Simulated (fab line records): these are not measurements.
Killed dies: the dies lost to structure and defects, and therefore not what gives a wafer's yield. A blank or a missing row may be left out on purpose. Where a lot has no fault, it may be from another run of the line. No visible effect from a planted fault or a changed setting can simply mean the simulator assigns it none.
fab line records	flow sky130
record: lots: 5	wafers: 23
route steps=708 shown SONOS_ONO@176 GATE_OXIDE@198 POLY_GATE@204 RES_PROTECT@214 LDD_N@240 LDD_P@257 LDD_HVN@269
start-h: start of the lot's first displayed wafer, in hours after the record's first day	wait-h: time in hours since the lot's previous step	" unchanged from the row above	L1.1+2: a single row standing in for several wafers	- no value, or no start given	* or withheld: withheld	< > ~ a bound
route shown NAME@n: NAME is a module with steps in the file, n the number in the route of the first one	usual: mean/standard deviation taken from wafers without a fault	same: alike in all rows	chamber/n: place in a boat	sites: each site's reading	_std_site: standard deviation of those values	_edge_site: inner sites' mean taken away from outer sites' mean	radius-mm: for every site, how far away it sits from the centre of the wafer	mask NAME#n: copy n	behind: the tool/chamber that last shaped the wafer	hold: why the lot was held/for how many hours/how that ended	device: names the non-switching transistor (n, p or np)	end of line: tests run on the same wafers once the route is complete	a step without rows: its recipe alone	killed: not the wafer's yield, but the dies lost to structure and defects at the first sort	map: a wafer's dies, x killed, . not, _ none there
set.NAME: the setting that was run; set.NAME@STEP: the one run at that earlier step	model.NAME: the simulator's own value behind a step, which no gauge read
lots with deliberately changed settings; one table per step, one row per wafer
== steps ==
step: SKY_SONOS_ONO_COAT_08
recipe: resist: NOVOLAK	spin-rpm: 3000	resist-thk-nm: 1140
lot.wafer	tool	chamber	start-h	wait-h	set.spin-rpm	model.NOVOLAK_of_SONOS_ONO_COAT_08.thk-nm
L077.1	litho-track-03	0	289.74	0.1	3000	1139
L077.2	"	0	"	"	3000	1137
L077.4	"	0	"	"	3063	1129
L077.5	"	0	"	"	3063	1130
L077.6	"	0	"	"	3000	1140
L078.1+4	litho-track-01	0	306.41	0.1	3000	1143
L078.2	"	0	"	"	3000	1144
L078.3	"	0	"	"	2864	1173
L078.5	"	0	"	"	2864	1174
L081.1	litho-track-04	0	331.27	0.1	3000	1149
L081.4+5	"	0	"	"	3000	1147
L082.2	litho-track-04	0	337.80	0.1	3000	1147
L082.3	"	0	"	"	3082	1130
L082.4	"	0	"	"	3082	1129
L082.5	"	0	"	"	3000	1145
L082.6	"	0	"	"	3082	1126
L085.1+4	litho-track-03	0	359.04	0.1	3000	1136
L085.2+3+5	"	0	"	"	3000	1140
step: SKY_SONOS_ONO_SOFTBAKE_09
recipe: temp-c: 90	time-s: 60	resist: NOVOLAK
lot.wafer	tool	chamber	start-h	wait-h	set.time-s	set.spin-rpm@SONOS_ONO_COAT_08	model.NOVOLAK_of_SONOS_ONO_COAT_08.thk-nm
L077.1	litho-track-03	0	289.89	0.1	60	3000	1139
L077.2	"	0	"	"	60	3000	1137
L077.4	"	0	"	"	60	3063	1129
L077.5	"	0	"	"	60	3063	1130
L077.6	"	0	"	"	60	3000	1140
L078.1+4	litho-track-01	0	306.56	0.1	60	3000	1143
L078.2	"	0	"	"	60	3000	1144
L078.3	"	0	"	"	60	2864	1173
L078.5	"	0	"	"	60	2864	1174
L081.1	litho-track-04	0	331.42	0.1	60	3000	1149
L081.4+5	"	0	"	"	60	3000	1147
L082.2	litho-track-04	0	337.95	0.1	60	3000	1147
L082.3	"	0	"	"	60	3082	1130
L082.4	"	0	"	"	68.95	3082	1126
L082.5	"	0	"	"	60	3000	1145
L082.6	"	0	"	"	68.95	3082	1123
L085.1+4	litho-track-03	0	359.19	0.1	60	3000	1136
L085.2	"	0	"	"	60	3000	1140
L085.3+5	"	0	"	"	51.39	3000	1140
step: SKY_SONOS_ONO_EXPOSE_10
recipe: mask-id: ONOM	target-cd-nm: 410	na: 0.6	source-shape: conventional	sigma-outer: 0.6	dose-mj: 150
step: SKY_SONOS_ONO_PEB_11
recipe: temp-c: withheld	time-s: *	resist: NOVOLAK
step: SKY_SONOS_ONO_ETCH_15
recipe: target-depth-nm: 19.52	chemistry: CHF3/O2	source-w: 600	bias-w: 200	pressure-mtorr: 40	chf3-flow-sccm: 50	O2_flow_sccm: 5	time-s: 7.8
lot.wafer	tool	chamber	start-h	wait-h	set.spin-rpm@SONOS_ONO_COAT_08	model.NOVOLAK_of_SONOS_ONO_COAT_08.thk-nm
L077.1	rie-diel-01	1	302.49	0.0	3000	1123
L077.2	"	3	"	"	3000	1120
L077.4	"	0	"	"	3063	1112
L077.5	"	0	"	"	3063	1113
L077.6	"	3	"	"	3000	1122
L078.1+4	rie-diel-03	3,2	318.83	0.0	3000	1126
L078.2	"	0	"	"	3000	1127
L078.3	"	1	"	"	2864	1156
L078.5	"	3	"	"	2864	1158
L081.1	rie-diel-01	0	344.89	0.0	3000	1132
L081.4+5	"	0,2	"	"	3000	1130
L082.2	rie-diel-03	2	351.94	0.0	3000	1130
L082.3	"	0	"	"	3082	1113
L082.4	"	1	"	"	3082	1109
L082.5	"	2	"	"	3000	1128
L082.6	"	1	"	"	3082	1106
L085.1+4	rie-diel-03	1,3	373.18	0.0	3000	1119
L085.2	"	2	"	"	3000	1123
L085.3	"	0	"	"	3000	1127
L085.5	"	0	"	"	3000	1126
step: SKY_SONOS_ONO_WET_ETCH_16
recipe: chemistry: dHF	target-depth-nm: 14	dry: n2-spin	target: SiO2	dilution: 100:1	temp-c: 25	time-s: 280
step: SKY_SONOS_ONO_STRIP_17
recipe: chemistry: O2/N2	power-w: 1400	pressure-mtorr: 1500	platen-temp-c: withheld	o2-flow-sccm: 3000	n2-flow-sccm: 300	overash-fraction: 0.5
usual: strip-time-to-endpoint-s: 14.12/0.043
lot.wafer	tool	chamber	start-h	wait-h	set.spin-rpm@SONOS_ONO_COAT_08	strip-time-to-endpoint-s
L077.1	plasma-asher-04	1	302.61	0.0	3000	14.12
L077.2	"	0	"	"	3000	14.04
L077.4	"	0	"	"	3063	13.98
L077.5	"	0	"	"	3063	13.98
L077.6	"	1	"	"	3000	14.09
L078.1	plasma-asher-03	0	318.95	0.0	3000	14.12
L078.2	"	1	"	"	3000	14.13
L078.3	"	1	"	"	2864	14.43
L078.4	"	0	"	"	3000	14.13
L078.5	"	0	"	"	2864	14.45
L081.1	plasma-asher-03	0	345.01	0.0	3000	14.22
L081.4	"	1	"	"	3000	14.18
L081.5	"	0	"	"	3000	14.18
L082.2	plasma-asher-02	1	352.05	0.0	3000	14.18
L082.3	"	1	"	"	3082	13.96
L082.4	"	0	"	"	3082	13.92
L082.5	"	1	"	"	3000	14.14
L082.6	"	0	"	"	3082	13.88
L085.1	plasma-asher-02	1	373.29	0.0	3000	14.04
L085.2	"	0	"	"	3000	14.08
L085.3	"	0	"	"	3000	14.14
L085.4	"	1	"	"	3000	14.04
L085.5	"	0	"	"	3000	14.15
step: SKY_GATE_OXIDE_IMPLANT_11
recipe: species: B	energy-kev: 10	dose-cm2: 2.6e+12	tilt-deg: withheld
lot.wafer	tool	chamber	start-h	wait-h	set.energy-kev	model.implant.rp-nm	model.implant.drp-nm
L077.1+5+6	implanter-03	0	331.95	0.0	10	33.14	17.11
L077.2+4	"	0	"	"	9.758	32.48	16.82
L078.1+2+3	implanter-02	0	346.81	0.0	9.412	32.46	16.4
L078.4+5	"	0	"	"	10	34.11	17.11
L081.1+4+5	implanter-04	0	374.60	0.0	10	32.81	17.11
L082.2+3+4+5+6	implanter-04	0	381.68	0.0	10	33.1	17.11
L085.1+2+5	implanter-03	0	405.31	0.0	10	32.56	17.11
L085.3+4	"	0	"	"	9.713	31.8	16.77
step: SKY_POLY_GATE_CVD_00
recipe: material: poly-Si	target-thk-nm: 180	temp-c: 620	time-s: 720	pressure-mtorr: 200
lot.wafer	tool	chamber	start-h	wait-h	set.pressure-mtorr	model.poly-Si_of_POLY_GATE_CVD_00.thk-nm
L077.1+4	-	-	-	0.0	200	182
L077.2	"	-	"	"	200	181
L077.5	"	-	"	"	200	182.8
L077.6	"	-	"	"	200	181.9
L078.1	-	-	-	0.0	173.6	168.6
L078.2	"	-	"	"	173.6	166.8
L078.3	"	-	"	"	173.6	166.2
L078.4+5	"	-	"	"	173.6	167.9
L081.1	lpcvd-01	0	376.60	0.0	200	182.2
L081.4	"	0	"	"	200	183.4
L081.5	"	0	"	"	200	181.5
L082.2	-	-	-	0.0	188.3	174.8
L082.3	"	-	"	"	188.3	175
L082.4	"	-	"	"	188.3	174.2
L082.5	"	-	"	"	188.3	173.3
L082.6	"	-	"	"	188.3	172.8
L085.1	-	-	-	0.0	227.3	192.3
L085.2	"	-	"	"	227.3	192.7
L085.3	"	-	"	"	227.3	192.1
L085.4	"	-	"	"	227.3	191.3
L085.5	"	-	"	"	227.3	191.4
step: SKY_POLY_GATE_THK_MEAS_01
recipe: reads: poly-Si_of_POLY_GATE_CVD_00
usual: POLY_GATE_CVD_00_THK: 180.7/1.6
lot.wafer	tool	chamber	start-h	wait-h	set.pressure-mtorr@POLY_GATE_CVD_00	POLY_GATE_CVD_00_THK[nm]
L077.1	film-metro-04	-	-	-	200	182.0
L077.2	"	-	"	"	200	180.9
L077.4	"	-	"	"	200	181.9
L077.5	"	-	"	"	200	182.8
L077.6	"	-	"	"	200	182.0
L078.1	film-metro-01	-	-	-	173.6	168.7
L078.2	"	-	"	"	173.6	166.8
L078.3	"	-	"	"	173.6	166.0
L078.4	"	-	"	"	173.6	167.8
L078.5	"	-	"	"	173.6	167.7
L081.1	film-metro-02	-	377.80	0.0	200	182.2
L081.4	"	-	"	"	200	183.5
L081.5	"	-	"	"	200	181.4
L082.2	film-metro-01	-	-	-	188.3	174.8
L082.3	"	-	"	"	188.3	174.9
L082.4	"	-	"	"	188.3	174.0
L082.5	"	-	"	"	188.3	173.4
L082.6	"	-	"	"	188.3	172.9
L085.1	film-metro-02	-	-	-	227.3	192.3
L085.2	"	-	"	"	227.3	192.8
L085.3	"	-	"	"	227.3	192.1
L085.4	"	-	"	"	227.3	191.3
L085.5	"	-	"	"	227.3	191.2
step: SKY_POLY_GATE_IMPLANT_02
recipe: species: P	energy-kev: 30	dose-cm2: 7.7e+15	tilt-deg: 0
lot.wafer	tool	chamber	start-h	wait-h	set.dose-cm2
L077.1+2+5	implanter-01	0	363.51	0.1	7.7e+15
L077.4+6	"	0	"	"	7.955e+15
L078.1+2	implanter-01	0	377.69	0.1	8.041e+15
L078.3+4+5	"	0	"	"	7.7e+15
L081.1+4+5	implanter-03	0	406.81	0.1	7.7e+15
L082.2+3	implanter-03	0	415.74	0.1	7.7e+15
L082.4+5+6	"	0	"	"	7.204e+15
L085.1+4+5	implanter-01	0	439.09	0.1	8.261e+15
L085.2+3	"	0	"	"	7.7e+15
step: SKY_RES_PROTECT_STRIP_07
recipe: chemistry: O2/N2	power-w: 1400	pressure-mtorr: 1500	platen-temp-c: withheld	o2-flow-sccm: 3000	n2-flow-sccm: 300	overash-fraction: 0.5
usual: strip-time-to-endpoint-s: 23.30/0.043
lot.wafer	tool	chamber	start-h	wait-h	set.dose-cm2@POLY_GATE_IMPLANT_02	strip-time-to-endpoint-s
L077.1	plasma-asher-02	0	363.66	0.1	7.7e+15	23.32
L077.2	"	1	"	"	7.7e+15	23.31
L077.4	"	1	"	"	7.955e+15	23.44
L077.5	"	1	"	"	7.7e+15	23.26
L077.6	"	0	"	"	7.955e+15	23.44
L078.1	plasma-asher-02	1	377.84	0.1	8.041e+15	23.42
L078.2	"	0	"	"	8.041e+15	23.47
L078.3	"	0	"	"	7.7e+15	23.27
L078.4	"	1	"	"	7.7e+15	23.30
L078.5	"	1	"	"	7.7e+15	23.27
L081.1	plasma-asher-01	1	406.96	0.1	7.7e+15	23.35
L081.4	"	0	"	"	7.7e+15	23.32
L081.5	"	1	"	"	7.7e+15	23.33
L082.2	plasma-asher-02	0	415.86	0.1	7.7e+15	23.31
L082.3	"	1	"	"	7.7e+15	23.35
L082.4	"	0	"	"	7.204e+15	23.08
L082.5	"	1	"	"	7.204e+15	23.04
L082.6	"	0	"	"	7.204e+15	23.08
L085.1	plasma-asher-02	1	439.24	0.1	8.261e+15	23.52
L085.2	"	0	"	"	7.7e+15	23.27
L085.3	"	1	"	"	7.7e+15	23.25
L085.4	"	0	"	"	8.261e+15	23.51
L085.5	"	1	"	"	8.261e+15	23.59
step: SKY_POLY_GATE_DEVELOP_12
recipe: develop-time-s: 60	resist: KrF-thick	dev-temp-c: 21
lot.wafer	tool	chamber	start-h	wait-h	set.develop-time-s
L077.1+4	litho-track-02	0	-	-	52
L077.2+5+6	"	0	"	"	60
L078.1+4	litho-track-02	0	-	-	60
L078.2+3+5	"	0	"	"	51.09
L081.1+4+5	litho-track-03	0	-	-	60
L082.2+4+5	litho-track-03	0	-	-	53.84
L082.3+6	"	0	"	"	60
L085.1+2+3	litho-track-02	0	-	-	60
L085.4+5	"	0	"	"	66.77
step: SKY_POLY_GATE_CD_MEAS_13
recipe: target-cd-nm: 150
usual: cd-nm: 150.1/1.2
lot.wafer	tool	chamber	start-h	wait-h	set.develop-time-s@POLY_GATE_DEVELOP_12	cd-nm
L077.1	cd-sem-02	-	394.66	-	52	152.4
L077.2	"	-	"	"	60	151.1
L077.4	"	-	"	"	52	152.5
L077.5	"	-	"	"	60	148.7
L077.6	"	-	"	"	60	150.5
L078.1	cd-sem-02	-	410.31	-	60	150.8
L078.2	"	-	"	"	51.09	153.1
L078.3	"	-	"	"	51.09	153.9
L078.4	"	-	"	"	60	150.7
L078.5	"	-	"	"	51.09	152.0
L081.1	cd-sem-01	-	441.04	-	60	149.0
L081.4	"	-	"	"	60	148.2
L081.5	"	-	"	"	60	148.9
L082.2	cd-sem-02	-	448.71	-	53.84	153.9
L082.3	"	-	"	"	60	151.8
L082.4	"	-	"	"	53.84	153.2
L082.5	"	-	"	"	53.84	153.4
L082.6	"	-	"	"	60	152.0
L085.1	cd-sem-02	-	471.61	-	60	150.3
L085.2	"	-	"	"	60	149.9
L085.3	"	-	"	"	60	149.1
L085.4	"	-	"	"	66.77	148.0
L085.5	"	-	"	"	66.77	147.8
step: SKY_LDD_N_SOFTBAKE_03
recipe: temp-c: 90	time-s: 60	resist: NOVOLAK
lot.wafer	tool	chamber	start-h	wait-h	set.temp-c
L077.1+2	litho-track-04	0	412.67	0.1	86.96
L077.4+5+6	"	0	"	"	90
L078.1+2+3+4+5	litho-track-01	0	427.66	0.1	90
L081.1+4+5	litho-track-01	0	459.06	0.1	90
L082.2+5+6	litho-track-04	0	465.85	0.1	91.32
L082.3+4	"	0	"	"	90
L085.1+3+5	litho-track-03	0	489.99	0.1	87.01
L085.2+4	"	0	"	"	90
step: SKY_LDD_N_DEVELOP_06
recipe: develop-time-s: 60	dev-temp-c: 23
lot.wafer	tool	chamber	start-h	wait-h	set.dev-temp-c	set.temp-c@LDD_N_SOFTBAKE_03	model.NOVOLAK_of_LDD_N_COAT_02.thk-nm
L077.1	litho-track-04	0	427.87	0.1	23	86.96	302.5
L077.2	"	0	"	"	23	86.96	303
L077.4	"	0	"	"	24.13	90	300.4
L077.5	"	0	"	"	24.13	90	300.2
L077.6	"	0	"	"	23	90	300.5
L078.1	litho-track-04	0	442.87	0.1	24.54	90	301.7
L078.2	"	0	"	"	23	90	300.4
L078.3	"	0	"	"	24.54	90	300.5
L078.4	"	0	"	"	23	90	301.6
L078.5	"	0	"	"	23	90	300.6
L081.1	litho-track-03	0	474.34	0.1	23	90	301.9
L081.4	"	0	"	"	23	90	301.5
L081.5	"	0	"	"	23	90	300.9
L082.2	litho-track-04	0	481.25	0.1	23	91.32	299.7
L082.3+4	"	0	"	"	23	90	300.2
L082.5	"	0	"	"	23	91.32	299.6
L082.6	"	0	"	"	23	91.32	300.3
L085.1	litho-track-03	0	505.59	0.1	24.5	87.01	301.6
L085.2	"	0	"	"	23	90	299.4
L085.3	"	0	"	"	23	87.01	301.5
L085.4	"	0	"	"	24.5	90	299.6
L085.5	"	0	"	"	23	87.01	301.3
step: SKY_LDD_P_COAT_02
recipe: resist: NOVOLAK	spin-rpm: 3000	resist-thk-nm: 1140
lot.wafer	tool	chamber	start-h	wait-h	set.resist-thk-nm	model.NOVOLAK_of_LDD_P_COAT_02.thk-nm
L077.1	litho-track-02	0	445.11	0.1	1140	1147
L077.2	"	0	"	"	1194	1203
L077.4	"	0	"	"	1194	1201
L077.5	"	0	"	"	1194	1199
L077.6	"	0	"	"	1140	1146
L078.1+2	litho-track-02	0	461.81	0.1	1113	1114
L078.3	"	0	"	"	1140	1142
L078.4	"	0	"	"	1113	1113
L078.5	"	0	"	"	1140	1139
L081.1	litho-track-02	0	491.46	0.1	1140	1144
L081.4	"	0	"	"	1140	1137
L081.5	"	0	"	"	1140	1143
L082.2	litho-track-02	0	497.64	0.1	1140	1146
L082.3	"	0	"	"	1140	1147
L082.4	"	0	"	"	1170	1176
L082.5	"	0	"	"	1140	1145
L082.6	"	0	"	"	1170	1179
L085.1	litho-track-01	0	522.46	0.1	1140	1139
L085.2+5	"	0	"	"	1075	1078
L085.3	"	0	"	"	1140	1140
L085.4	"	0	"	"	1075	1077
step: SKY_LDD_P_SOFTBAKE_03
recipe: temp-c: 90	time-s: 60	resist: NOVOLAK
step: SKY_LDD_P_EXPOSE_04
recipe: mask-id: PSDM	na: 0.6	source-shape: conventional	sigma-outer: 0.6	polarization: unpolarized	target-cd-nm: 380	dose-mj: 139.1
step: SKY_LDD_P_IMPLANT_09
recipe: species: BF2	energy-kev: 25	dose-cm2: 9.91e+12	tilt-deg: withheld
step: SKY_LDD_P_STRIP_10
recipe: chemistry: O2/N2	power-w: 1400	pressure-mtorr: 1500	platen-temp-c: withheld	o2-flow-sccm: 3000	n2-flow-sccm: 300	overash-fraction: 0.5
usual: strip-time-to-endpoint-s: 14.20/0.048
lot.wafer	tool	chamber	start-h	wait-h	set.resist-thk-nm@LDD_P_COAT_02	strip-time-to-endpoint-s
L077.1	plasma-asher-02	0	461.32	0.1	1140	14.24
L077.2	"	1	"	"	1194	14.89
L077.4	"	1	"	"	1194	14.85
L077.5	"	0	"	"	1194	14.85
L077.6	"	1	"	"	1140	14.24
L078.1	plasma-asher-01	0	479.13	0.1	1113	13.85
L078.2	"	1	"	"	1113	13.88
L078.3	"	1	"	"	1140	14.19
L078.4	"	0	"	"	1113	13.87
L078.5	"	1	"	"	1140	14.16
L081.1	plasma-asher-03	0	507.42	0.1	1140	14.21
L081.4	"	0	"	"	1140	14.16
L081.5	"	1	"	"	1140	14.22
L082.2	plasma-asher-02	1	513.72	0.1	1140	14.24
L082.3	"	1	"	"	1140	14.27
L082.4	"	0	"	"	1170	14.56
L082.5	"	1	"	"	1140	14.26
L082.6	"	0	"	"	1170	14.60
L085.1	plasma-asher-02	1	538.62	0.1	1140	14.16
L085.2	"	0	"	"	1075	13.45
L085.3	"	0	"	"	1140	14.18
L085.4	"	1	"	"	1075	13.42
L085.5	"	0	"	"	1075	13.45
step: SKY_LDD_HVN_COAT_02
recipe: resist: NOVOLAK	spin-rpm: 3000	resist-thk-nm: 300
lot.wafer	tool	chamber	start-h	wait-h	set.resist-thk-nm	model.NOVOLAK_of_LDD_HVN_COAT_02.thk-nm
L077.1+6	litho-track-01	0	476.71	0.1	300	302.5
L077.2	"	0	"	"	287.7	289.7
L077.4	"	0	"	"	300	301.4
L077.5	"	0	"	"	287.7	290.3
L078.1	litho-track-03	0	494.14	0.1	289.3	289.9
L078.2	"	0	"	"	300	300.1
L078.3	"	0	"	"	300	301.5
L078.4	"	0	"	"	300	300.6
L078.5	"	0	"	"	289.3	289.5
L081.1	litho-track-03	0	522.84	0.1	300	300.5
L081.4	"	0	"	"	300	299.8
L081.5	"	0	"	"	300	301.2
L082.2	litho-track-02	0	528.84	0.1	300	300.3
L082.3	"	0	"	"	287.4	287.6
L082.4	"	0	"	"	300	300.4
L082.5	"	0	"	"	287.4	287.9
L082.6	"	0	"	"	300	300.6
L085.1	litho-track-01	0	553.91	0.1	307.7	308.6
L085.2	"	0	"	"	307.7	309.3
L085.3	"	0	"	"	300	301
L085.4	"	0	"	"	300	300.8
L085.5	"	0	"	"	307.7	309.5
step: SKY_LDD_HVN_IMPLANT_08
recipe: species: P	energy-kev: 60	dose-cm2: 3e+13	tilt-deg: 40
lot.wafer	tool	chamber	start-h	wait-h	set.energy-kev	model.implant.rp-nm	model.implant.drp-nm
L077.1+2+4+5+6	implanter-03	0	492.92	0.0	60	55.45	28.15
L078.1+2+3	implanter-04	0	510.12	0.0	60	54.42	28.15
L078.4+5	"	0	"	"	61.92	56.2	28.93
L081.1+4+5	implanter-04	0	538.37	0.0	60	56.35	28.15
L082.2+4	implanter-02	0	544.82	0.0	60	54.72	28.15
L082.3+5+6	"	0	"	"	62.43	56.99	29.14
L085.1+5	implanter-02	0	568.87	0.0	63.13	58.31	29.43
L085.2+3+4	"	0	"	"	60	55.35	28.15
step: SKY_LDD_HVN_STRIP_09
recipe: chemistry: O2/N2	power-w: 1400	pressure-mtorr: 1500	platen-temp-c: withheld	o2-flow-sccm: 3000	n2-flow-sccm: 300	overash-fraction: 0.5
usual: strip-time-to-endpoint-s: 4.141/0.013
lot.wafer	tool	chamber	start-h	wait-h	set.resist-thk-nm@LDD_HVN_COAT_02	strip-time-to-endpoint-s
L077.1	plasma-asher-01	0	493.07	0.1	300	4.159
L077.2	"	1	"	"	287.7	4.002
L077.4	"	1	"	"	300	4.156
L077.5	"	1	"	"	287.7	4.003
L077.6	"	0	"	"	300	4.162
L078.1	plasma-asher-02	0	510.27	0.1	289.3	3.992
L078.2	"	1	"	"	300	4.135
L078.3	"	1	"	"	300	4.148
L078.4	"	0	"	"	300	4.142
L078.5	"	1	"	"	289.3	4.010
L081.1	plasma-asher-04	0	538.52	0.1	300	4.127
L081.4	"	1	"	"	300	4.123
L081.5	"	1	"	"	300	4.146
L082.2	plasma-asher-02	0	544.95	0.1	300	4.121
L082.3	"	0	"	"	287.4	3.974
L082.4	"	1	"	"	300	4.140
L082.5	"	1	"	"	287.4	3.971
L082.6	"	0	"	"	300	4.135
L085.1	plasma-asher-02	1	569.02	0.1	307.7	4.239
L085.2	"	0	"	"	307.7	4.257
L085.3	"	1	"	"	300	4.137
L085.4	"	0	"	"	300	4.138
L085.5	"	1	"	"	307.7	4.264
== key ==
split: step: SKY_SONOS_ONO_COAT_08	setting: spin-rpm	stated: 3000	by: wafer
response: step: SKY_SONOS_ONO_COAT_08	reading: model.NOVOLAK_of_SONOS_ONO_COAT_08.thk-nm	change: -6.35	per: 1%	r: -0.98
response: step: SKY_SONOS_ONO_SOFTBAKE_09	reading: model.NOVOLAK_of_SONOS_ONO_COAT_08.thk-nm	change: -6.51	per: 1%	r: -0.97
response: step: SKY_SONOS_ONO_ETCH_15	reading: model.NOVOLAK_of_SONOS_ONO_COAT_08.thk-nm	change: -6.43	per: 1%	r: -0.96
response: step: SKY_SONOS_ONO_STRIP_17	reading: strip-time-to-endpoint-s	change: *	per: 1%	r: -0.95
split: step: SKY_SONOS_ONO_SOFTBAKE_09	setting: time-s	stated: 60	by: wafer
response none clear
split: step: SKY_GATE_OXIDE_IMPLANT_11	setting: energy-kev	stated: 10	by: wafer
response: step: SKY_GATE_OXIDE_IMPLANT_11	reading: model.implant.rp-nm	change: +0.277	per: 1%	r: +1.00
response: step: SKY_GATE_OXIDE_IMPLANT_11	reading: model.implant.drp-nm	change: +0.12	per: 1%	r: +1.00
split: step: SKY_POLY_GATE_CVD_00	setting: pressure-mtorr	stated: 200	by: lot
response: step: SKY_POLY_GATE_CVD_00	reading: model.poly-Si_of_POLY_GATE_CVD_00.thk-nm	change: +0.927	per: 1%	r: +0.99
response: step: SKY_POLY_GATE_THK_MEAS_01	reading: POLY_GATE_CVD_00_THK	change: +0.929	per: 1%	r: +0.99
split: step: SKY_POLY_GATE_IMPLANT_02	setting: dose-cm2	stated: 7.7e+15	by: wafer
response: step: SKY_RES_PROTECT_STRIP_07	reading: strip-time-to-endpoint-s	change: *	per: 1%	r: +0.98
split: step: SKY_POLY_GATE_DEVELOP_12	setting: develop-time-s	stated: 60	by: wafer
response: step: SKY_POLY_GATE_CD_MEAS_13	reading: cd-nm	change: -0.163	per: 1%	r: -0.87
split: step: SKY_LDD_N_SOFTBAKE_03	setting: temp-c	stated: 90	by: wafer
response: step: SKY_LDD_N_DEVELOP_06	reading: model.NOVOLAK_of_LDD_N_COAT_02.thk-nm	change: -0.604	per: 1%	r: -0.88
split: step: SKY_LDD_N_DEVELOP_06	setting: dev-temp-c	stated: 23	by: wafer
response none clear
split: step: SKY_LDD_P_COAT_02	setting: resist-thk-nm	stated: 1140	by: wafer
response: step: SKY_LDD_P_COAT_02	reading: model.NOVOLAK_of_LDD_P_COAT_02.thk-nm	change: +11.2	per: 1%	r: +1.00
response: step: SKY_LDD_P_STRIP_10	reading: strip-time-to-endpoint-s	change: *	per: 1%	r: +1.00
split: step: SKY_LDD_HVN_COAT_02	setting: resist-thk-nm	stated: 300	by: wafer
response: step: SKY_LDD_HVN_COAT_02	reading: model.NOVOLAK_of_LDD_HVN_COAT_02.thk-nm	change: +3.04	per: 1%	r: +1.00
response: step: SKY_LDD_HVN_STRIP_09	reading: strip-time-to-endpoint-s	change: *	per: 1%	r: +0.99
split: step: SKY_LDD_HVN_IMPLANT_08	setting: energy-kev	stated: 60	by: wafer
response: step: SKY_LDD_HVN_IMPLANT_08	reading: model.implant.rp-nm	change: +0.562	per: 1%	r: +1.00
response: step: SKY_LDD_HVN_IMPLANT_08	reading: model.implant.drp-nm	change: +0.245	per: 1%	r: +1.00
